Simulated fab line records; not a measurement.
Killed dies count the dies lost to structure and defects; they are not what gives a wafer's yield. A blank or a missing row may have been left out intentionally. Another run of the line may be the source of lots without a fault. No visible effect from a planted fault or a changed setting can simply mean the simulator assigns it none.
Problem report in the 8D (eight disciplines) form, filled by code / flow gf180mcu / the parts of the form that need people (team, actions taken, sign-off) are left out

1. WHAT IS WRONG
Across 3 wafers from 2 lots, M4_ALCU_RS at GF_M4_RS_MEAS_05 averages 0.0814 ohm/sq, while fault-free wafers read 0.0701 ohm/sq with a standard deviation of 0.00083. Relative to the usual mean, that is a shift of +14 standard deviations.
The step: measures by four-point-probe.
The first sign was on wafer L642.4 at day 25 04:31, on filmMetro-03. At this step, 18 wafers from 6 lots have a number in the record. Rule for "out" (also "out of limits"): further than 4 standard deviations from the usual mean. The rest of the wafers with a number are treated as sound.

2. WHAT IT IS, AND WHAT IT ISN'T
question=which readings at this step | is=M4_ALCU_RS | is not=-
question=which lots | is=L642, L647 | is not=L635, L650, L656, L657
question=which wafers of those lots | is=L642.4, L647.3, L647.6 | is not=L642.1, L642.5, L647.4
question=read on which gauges | is=filmMetro-03 | is not=filmMetro-01, filmMetro-04
question=when | is=from day 25 04:31 | is not=up to then (5 sound wafers); but 10 sound wafers of L647, L650, L656, L657 came after

3. SUSPECTS, AND WHAT RULES EACH OUT
Counting: if a tool at a process step up to the reading ran every lot that is out, it stays a suspect. Sound lots after the first of them don't rule it out here, since some wafers of a struck lot are sound.
- the gauge at GF_M4_RS_MEAS_05 has been ruled out. All the wafers that are out were read on filmMetro-03, but those of them that GF_M4_METAL_ETCH_16 has rows for are out there too, on other tools.
- pvdSputter-01 at GF_M4_SPUTTER_00 (material Ti, target thk 37.5 nm, time 150 s): kept. Ran every lot that is out, first one L642 (day 25 04:17); last sound lot up to then L635 (day 22 12:23).
- pvdSputter-01 at GF_M4_SPUTTER_01 (material TiN, target thk 30 nm, time 25 s): kept. Ran every lot that is out, first one L642 (day 25 04:23); last sound lot up to then L635 (day 22 12:29).
- pvdSputter-01 at GF_M4_SPUTTER_02 (material AlCu, target thk 450 nm, time 23.9 s): kept. Ran every lot that is out, first one L642 (day 25 04:25); last sound lot up to then L635 (day 22 12:31).
- pvdSputter-01 at GF_M4_SPUTTER_03 (material Ti, target thk 10 nm, time 6.7 s): kept. Ran every lot that is out, first one L642 (day 25 04:27); last sound lot up to then L635 (day 22 12:32).
Left after counting: pvdSputter-01 at GF_M4_SPUTTER_00, pvdSputter-01 at GF_M4_SPUTTER_01, pvdSputter-01 at GF_M4_SPUTTER_02, pvdSputter-01 at GF_M4_SPUTTER_03.

4. THE CAUSE (what the simulator had put in)
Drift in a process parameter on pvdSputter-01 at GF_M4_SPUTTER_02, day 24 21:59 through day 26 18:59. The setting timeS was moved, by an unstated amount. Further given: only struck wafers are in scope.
Counting left 4 suspects, and this tool is among them.

5. SEQUENCE OF EFFECTS, ordered by route
One row per reading whose mean, taken over the struck wafers that have a number, lies over 3 standard deviations from the usual. Only readings whose record carries a usual standard deviation are examined. hours: median over the lots of the time between each lot's start at the first step of this table that gives one and its start at this step. sigmas: the change, counted in usual standard deviations.
hours=0; step=GF_M4_RS_MEAS_05; reading=M4_ALCU_RS; usual=0.0701 ohm/sq; on struck wafers=0.0814; change=+0.0113; sigmas=+14
hours=0; step=GF_M4_THK_MEAS_06; reading=M4_ALCU_THK; usual=443 nm; on struck wafers=382; change=-61; sigmas=-10
hours=21; step=GF_M4_METAL_ETCH_16; reading=oesProductAu; usual=0.967 a.u.; on struck wafers=0.911; change=-0.056; sigmas=-9.8
hours=21; step=GF_M4_METAL_ETCH_16; reading=throttleValvePct; usual=28.254 %; on struck wafers=28.319; change=+0.065; sigmas=+6.5
Here are the process steps it includes:
- GF_M4_METAL_ETCH_16: etches the open film in Cl2/BCl3, stops on SiO2, target depth 627.5 nm, time 104.6 s.
Later measuring or inspecting steps at which every struck wafer that the step has a row for has a number for every such reading, and none has moved that far: GF_M4_CD_MEAS_14, GF_M4_OVL_MEAS_15.

6. WHAT WOULD HAVE CAUGHT IT SOONER
The first out-of-limits reading at a measuring or inspecting step in this record came at day 25 04:31, 7 hours after the fault's start at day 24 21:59.
Of the tool readings at GF_M4_SPUTTER_02 for which the record gives a usual standard deviation, none was out on any struck wafer, so an alarm limit of 4 standard deviations on them would not have fired.
Lots out: 2; of these, L647 started GF_M4_SPUTTER_02 on pvdSputter-01 after day 25 04:31. Had the tool been put on hold then, it would have been spared.
